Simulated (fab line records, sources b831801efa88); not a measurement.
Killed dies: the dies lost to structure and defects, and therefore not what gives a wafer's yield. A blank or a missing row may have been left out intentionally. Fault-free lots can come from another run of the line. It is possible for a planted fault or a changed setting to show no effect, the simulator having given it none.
Matching of chambers | flow sky130 | 3 sister chambers for SKY_CONTACT_CVD_00 on pecvd-03
The step deposits Si3N4, target thk 75 nm. 3 wafers are shown with their chamber, then 7 later ones without.

WAFERS PAIRED WITH THEIR CHAMBERS
wafer  | chamber | heater power w (W)
L440.4 | 2       | 733
L443.1 | 1       | 696
L443.2 | 0       | 773

WAFERS WITH NO CHAMBER GIVEN
wafer  | heater power w (W)
L443.5 | 733
L447.1 | 778
L447.5 | 710
L447.6 | 785
L452.1 | 747
L452.3 | 652
L452.6 | 674

CHAMBER TAKEN BY EACH
wafer  | from the rows above          | in truth
L443.5 | can't be placed: 2 or 1 or 0 | 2
L447.1 | can't be placed: 0 or 2      | 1
L447.5 | can't be placed: 1 or 2      | 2
L447.6 | can't be placed: 0 or 2      | 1
L452.1 | can't be placed: 2 or 0 or 1 | 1
L452.3 | can't be placed: 1 or 2      | 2
L452.6 | can't be placed: 1 or 2      | 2
Correct placement for 0 of the 7. These rows do not allow placing 7 (true chamber among the candidates in 5). Placed wrongly: 0.
How it was worked out, from the rows above alone: a wafer's distance from a chamber is the root of the sum, over the readings, of the square of ((its reading less the chamber's mean) divided by the reading's scatter). If the next closest chamber is less than 2 further off than the closest, the wafer can't be placed; otherwise it belongs to the closest. Each chamber's mean is taken over the wafers shown for it. The scatter (one wafer shown for each chamber): square how far every hidden wafer sits from the nearest shown wafer, average those squares and take the square root.
